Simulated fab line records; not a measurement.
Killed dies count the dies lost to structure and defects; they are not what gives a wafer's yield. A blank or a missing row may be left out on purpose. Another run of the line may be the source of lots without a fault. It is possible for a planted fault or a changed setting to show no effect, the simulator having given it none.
What tool caused it? + flow gf180mcu + 14 lots with 42 wafers sampled at 5 steps, on a route of 602 steps

## WHAT EACH GAUGE READ, for each wafer
GF_DNWELL_TW_MEAS_09. Usual: for DNWELL_TW the level is 1364 and the standard deviation is 16.
| lot  | measured    | on            | DNWELL_TW      | flag |
|------|-------------|---------------|----------------|------|
| L562 | day 2 18:09 | film metro-04 | 1372 1373 1370 |      |
| L564 | day 3 05:10 | film metro-03 | 1378 1377 1376 |      |
| L565 | day 3 11:16 | film metro-03 | 1370 1375 1371 |      |
| L566 | day 3 15:54 | film metro-02 | 1336 1341 1340 |      |
| L567 | day 3 21:55 | film metro-04 | 1368 1370 1371 |      |
| L568 | day 4 01:40 | film metro-04 | 1367 1356 1359 |      |
| L569 | day 4 12:03 | film metro-03 | 1361 1359 1360 |      |
| L573 | day 5 05:17 | film metro-02 | 1327 1330 1333 |      |
| L574 | day 5 09:55 | film metro-03 | 1380 1374 1373 |      |
| L578 | day 6 11:00 | film metro-04 | 1375 1375 1377 |      |
| L581 | day 6 20:58 | film metro-04 | 1374 1376 1371 |      |
| L582 | day 7 06:37 | film metro-03 | 1383 1374 1379 |      |
| L584 | day 7 22:04 | film metro-03 | 1363 1368 1368 |      |
| L585 | day 7 22:25 | film metro-02 | 1343 1342 1340 |      |

GF_POLY_GATE_OVL_MEAS_11. Usual: for POLY_GATE_OVL the level is 1 nm and the standard deviation is 3.9.
| lot  | measured     | on         | POLY_GATE_OVL (nm) | flag |
|------|--------------|------------|--------------------|------|
| L562 | day 9 02:23  | overlay-02 | -6 -6 -4           |      |
| L564 | day 9 15:22  | overlay-01 | 4 4 7              |      |
| L565 | day 9 23:59  | overlay-01 | 1 4 3              |      |
| L566 | day 10 05:37 | overlay-02 | 8 -2 4             |      |
| L567 | day 10 13:44 | overlay-02 | 0 -5 3             |      |
| L568 | day 10 18:10 | overlay-02 | 1 5 -3             |      |
| L569 | day 11 05:34 | overlay-01 | 8 6 5              |      |
| L573 | day 12 07:29 | overlay-02 | -3 0 0             |      |
| L574 | day 12 18:50 | overlay-02 | 3 -5 3             |      |
| L578 | day 14 05:31 | overlay-01 | 0 10 1             |      |
| L581 | day 14 15:02 | overlay-02 | -3 -5 0            |      |
| L582 | day 15 10:16 | overlay-01 | -3 -3 -2           |      |
| L584 | day 16 04:01 | overlay-02 | 8 4 1              |      |
| L585 | day 16 12:10 | overlay-02 | 0 -3 3             |      |

GF_HV_LDD_TW_MEAS_11. Usual: for HV_LDD_TW the level is 2407 and the standard deviation is 24.
| lot  | measured     | on            | HV_LDD_TW      | flag |
|------|--------------|---------------|----------------|------|
| L562 | day 9 23:02  | film metro-01 | 2392 2399 2397 |      |
| L564 | day 10 12:07 | film metro-04 | 2453 2455 2453 |      |
| L565 | day 10 19:53 | film metro-02 | 2393 2382 2383 |      |
| L566 | day 11 02:01 | film metro-02 | 2377 2379 2383 |      |
| L567 | day 11 11:01 | film metro-01 | 2405 2411 2406 |      |
| L568 | day 11 17:31 | film metro-01 | 2405 2402 2400 |      |
| L569 | day 12 03:01 | film metro-01 | 2383 2404 2388 |      |
| L573 | day 13 06:20 | film metro-01 | 2405 2387 2390 |      |
| L574 | day 13 17:55 | film metro-04 | 2452 2453 2453 |      |
| L578 | day 15 05:04 | film metro-02 | 2405 2404 2410 |      |
| L581 | day 15 14:19 | film metro-01 | 2401 2400 2395 |      |
| L582 | day 16 11:22 | film metro-02 | 2384 2378 2385 |      |
| L584 | day 17 05:31 | film metro-04 | 2439 2435 2459 |      |
| L585 | day 17 12:45 | film metro-02 | 2393 2373 2391 |      |

## WHICH TOOL RAN EACH LOT (tool, then ch and the chambers of the sampled wafers, then the start)
| lot  | GF_LVPWELL_COAT_02               | GF_LVPWELL_STRIP_10                 |
|------|----------------------------------|-------------------------------------|
| L562 | litho track-01 ch 0, day 3 14:13 | plasma asher-01 ch 0,1, day 3 21:07 |
| L564 | litho track-01 ch 0, day 4 01:10 | plasma asher-01 ch 0,1, day 4 08:27 |
| L565 | litho track-02 ch 0, day 4 07:44 | plasma asher-04 ch 0,1, day 4 15:18 |
| L566 | litho track-04 ch 0, day 4 12:45 | plasma asher-04 ch 0,1, day 4 20:18 |
| L567 | litho track-04 ch 0, day 4 17:29 | plasma asher-04 ch 1, day 5 01:30   |
| L568 | litho track-01 ch 0, day 4 22:49 | plasma asher-02 ch 0,1, day 5 06:09 |
| L569 | litho track-02 ch 0, day 5 08:04 | plasma asher-01 ch 0,1, day 5 12:15 |
| L573 | litho track-01 ch 0, day 5 22:34 | plasma asher-04 ch 0,1, day 6 05:55 |
| L574 | litho track-01 ch 0, day 6 04:16 | plasma asher-01 ch 0,1, day 6 12:56 |
| L578 | litho track-02 ch 0, day 7 09:55 | plasma asher-02 ch 0, day 7 18:11   |
| L581 | litho track-04 ch 0, day 7 20:02 | plasma asher-04 ch 0,1, day 8 04:57 |
| L582 | litho track-04 ch 0, day 8 06:48 | plasma asher-02 ch 0,1, day 8 15:11 |
| L584 | litho track-02 ch 0, day 8 23:11 | plasma asher-04 ch 1, day 9 08:32   |
| L585 | litho track-04 ch 0, day 8 23:33 | plasma asher-02 ch 0,1, day 9 08:50 |
- GF_LVPWELL_COAT_02: resist thk 3000 nm.
- GF_LVPWELL_STRIP_10: strips in O2/N2.

## WHAT THE TOOLS THEMSELVES READ (means of the sampled wafers that have a number; where no wafer has one, the mark that the record gives instead)
GF_LVPWELL_STRIP_10. Usual: drypump motor current A 5.6 A, standard deviation 0.5; heater power w 338 W, standard deviation 30; oes product au 0.722 a.u., standard deviation 0.0043; strip time to endpoint s 36.96 s, standard deviation 0.1.
| lot  | tool            | drypump motor current A (A) | heater power w (W) | oes product au (a.u.) | strip time to endpoint s (s) | flag |
|------|-----------------|-----------------------------|--------------------|-----------------------|------------------------------|------|
| L562 | plasma asher-01 | 5.0                         | 365                | 0.724                 | 36.80                        |      |
| L564 | plasma asher-01 | 5.1                         | 364                | 0.728                 | 36.97                        |      |
| L565 | plasma asher-04 | 6.0                         | 334                | 0.720                 | 37.01                        |      |
| L566 | plasma asher-04 | 6.2                         | 336                | 0.720                 | 36.86                        |      |
| L567 | plasma asher-04 | 6.4                         | 341                | 0.720                 | 37.04                        |      |
| L568 | plasma asher-02 | 5.7                         | 311                | 0.720                 | 36.87                        |      |
| L569 | plasma asher-01 | 5.1                         | 363                | 0.724                 | 37.01                        |      |
| L573 | plasma asher-04 | 5.9                         | 331                | 0.717                 | 17.78                        | OFF  |
| L574 | plasma asher-01 | 5.0                         | 372                | 0.715                 | 17.76                        | OFF  |
| L578 | plasma asher-02 | 5.6                         | 271                | 0.721                 | 36.91                        |      |
| L581 | plasma asher-04 | 5.9                         | 329                | 0.722                 | 37.05                        |      |
| L582 | plasma asher-02 | 5.6                         | 294                | 0.721                 | 36.87                        |      |
| L584 | plasma asher-04 | 6.4                         | 343                | 0.718                 | 37.14                        |      |
| L585 | plasma asher-02 | 5.7                         | 322                | 0.722                 | 36.96                        |      |

## THE ANSWER, worked out from the rows above alone
Rule: a lot counts as off when the mean over its wafers that have a number is more than 3 standard deviations away from the usual mean. Also off: a lot with no number at a reading for which 4 or more lots have one. Any other lot the step has rows for is counted as sound. First the gauges in route order, then the tools' own readings, where a lot's mean is used as printed above. The first step at which some lot is off is used, and at that step the reading that is off furthest; a lot without a number counts as furthest.
Off, at GF_LVPWELL_STRIP_10 on strip time to endpoint s: L573, L574.
A tool fits if, at that step or a process step before it, it ran every lot that is off, and no sound lot after the first of them. One fits: litho track-01 at GF_LVPWELL_COAT_02. Its last sound lot is L568 (day 4 22:49), its first lot that is off L573 (day 5 22:34): a fault that began between those two fits.

## WHAT THE SIMULATOR HAD INSERTED
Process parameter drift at GF_LVPWELL_COAT_02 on litho track-01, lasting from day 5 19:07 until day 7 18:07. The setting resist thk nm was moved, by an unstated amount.
Struck lots among those shown: L573, L574. Same finding as the rule above.
